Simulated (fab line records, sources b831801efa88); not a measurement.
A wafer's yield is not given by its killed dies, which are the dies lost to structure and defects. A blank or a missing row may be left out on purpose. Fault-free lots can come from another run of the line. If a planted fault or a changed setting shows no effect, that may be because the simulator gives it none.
8D (eight disciplines) problem report, filled in by code -- flow gf180mcu -- the parts of the form that need people (team, actions taken, sign-off) are left out

1. PROBLEM STATEMENT
A mean of 144.6 s is read at GF_PASSIVATION_CVD_00 for runLengthS, taken on 1 wafer of 1 lot, against 140.2 s (standard deviation 0.51) on wafers free of any fault. Relative to the usual mean, that is a shift of +8.6 standard deviations.
The step: deposits SiO2 from TEOS, target thk 1000 nm, time 111.95 s.
Seen first at day 30 08:05 on pecvd-03, wafer L141.5. The record holds 38 wafers of 13 lots with a number at this step. The rule behind "out" and "out of limits": a value lying over 4 standard deviations away from the usual mean. The other wafers with a number count as sound.

2. WHAT IT IS, AND WHAT IT ISN'T
question,is,is not
which readings at this step,runLengthS,heaterPowerW
which lots,L141,"L135, L136, L138, L140, L148, L150, L151, L152, L153, L155, L156, L158"
which wafers of those lots,L141.5,L141.2
read on which tools,pecvd-03,"pecvd-01, pecvd-04"
when,from day 30 08:05,"up to then (13 sound wafers); but 24 sound wafers of L148, L150, L151, L152, L153, L155, L156, L158 came after"

3. THE SUSPECTS, EACH WITH WHAT RULES IT OUT
Counting: a tool at a process step up to the reading stays a suspect if it ran every lot that is out. Sound lots after the first of them don't rule it out here, since some wafers of a struck lot are sound.
- cvdW-01 at GF_V5_CVD_23 (deposits W, target thk 350 nm, time 104.9 s): kept. The lot that is out, L141, ran on it at day 29 12:05; the last sound lot it ran before that was L140, at day 28 15:44.
- cmp-02 at GF_V5_CMP_26 (polishes, stops on SiO2, t overpolish 15 s, target thk 0 nm): kept. The lot that is out, L141, ran on it at day 29 12:26; the last sound lot it ran before that was L140, at day 28 16:01.
- pecvd-03 at GF_PASSIVATION_CVD_00 (deposits SiO2 from TEOS, target thk 1000 nm, time 111.95 s): kept. The lot that is out, L141, ran on it at day 30 08:05; the last sound lot it ran before that was L138, at day 28 20:34. Its own runLengthS readings are out on those wafers.
- Within cvdW-01 at GF_V5_CVD_23, the wafers that are out were processed in chamber 1 and their sound lot-mates in chamber 0.
- Within cmp-02 at GF_V5_CMP_26, the wafers that are out were processed in chamber 1 and their sound lot-mates in chamber 2.
- Within pecvd-03 at GF_PASSIVATION_CVD_00, the wafers that are out were processed in chamber 1 and their sound lot-mates in chamber 0.
cvdW-01 at GF_V5_CVD_23, cmp-02 at GF_V5_CMP_26 and pecvd-03 at GF_PASSIVATION_CVD_00 are what is left after counting.

4. THE CAUSE (what the simulator had put in)
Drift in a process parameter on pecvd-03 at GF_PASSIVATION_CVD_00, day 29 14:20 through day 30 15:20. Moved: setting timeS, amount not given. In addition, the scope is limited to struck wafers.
Counting left 3 suspects, and this tool is among them.

5. THE EFFECT CHAIN, in route order
One row per reading whose mean, taken over the struck wafers that have a number, lies over 3 standard deviations from the usual. Readings are gone through only where the record gives a usual standard deviation; hours: the median, over the lots, of the time from a lot's start at the first step in this table giving one to that lot's start at this step; sigmas: the change measured in usual standard deviations.
hours,step,reading,usual,on struck wafers,change,sigmas
0,GF_PASSIVATION_CVD_00,runLengthS,140.2 s,144.6,+4.4,+8.6
Here are the process steps it includes:
- GF_PASSIVATION_CVD_00: deposits SiO2 from TEOS, target thk 1000 nm, time 111.95 s.

6. HOW IT WOULD HAVE BEEN CAUGHT EARLIER
In this record no reading fell out of limits until day 30 08:05, 18 hours after the fault had begun at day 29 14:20.
